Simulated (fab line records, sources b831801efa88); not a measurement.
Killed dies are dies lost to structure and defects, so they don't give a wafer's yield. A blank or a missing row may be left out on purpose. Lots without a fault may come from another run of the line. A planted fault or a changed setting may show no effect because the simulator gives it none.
Which tool did it? | flow sky130 | 12 lots, 36 wafers sampled, at 1 step of a route of 708

WHAT THE GAUGES READ, wafer by wafer
SKY_METAL1_THK_MEAS_06: measures by xrf.
lot  | measured     | on            | METAL1_ALCU_THK (nm)
L075 | day 32 19:19 | film_metro-04 | 249 249 248
L077 | day 32 21:39 | film_metro-03 | 249 248 247
L078 | day 33 04:34 | film_metro-03 | 247 247 248
L081 | day 34 00:52 | film_metro-03 | 251 251 249
L084 | day 34 15:41 | film_metro-03 | 249 250 250
L085 | day 34 21:49 | film_metro-01 | 253 249 252
L087 | day 36 00:11 | film_metro-01 | 252 249 253
L089 | day 36 09:34 | film_metro-03 | 255 254 252
L091 | day 37 00:51 | film_metro-01 | 252 252 252
L093 | day 37 21:12 | film_metro-03 | 257 256 258
L095 | day 39 02:30 | film_metro-01 | 245 245 243
L096 | day 39 19:53 | film_metro-03 | 252 247 251

WHICH TOOL RAN EACH LOT (tool, then ch and the chambers of the sampled wafers, then the start)
The record holds no process step before these readings.

THE ANSWER, worked out from the rows above alone
Rule: what is usual is taken from the lots themselves. Put in order of their means at a reading, lots are off if they are a third of the lots or fewer, leave a main group of 4 or more, and stand apart from it by a gap of 3 or more times the standard deviation of the main group's means; of several such gaps the widest counts. A main group whose means are all the same, to the digits that the tables above print for the reading, isn't used. A lot without any number at a reading at which 4 lots or more have one is off too. The other lots that the step has rows for count as sound.
No lot is off at any reading shown: from this, nothing can be told.

WHAT THE SIMULATOR HAD PUT IN
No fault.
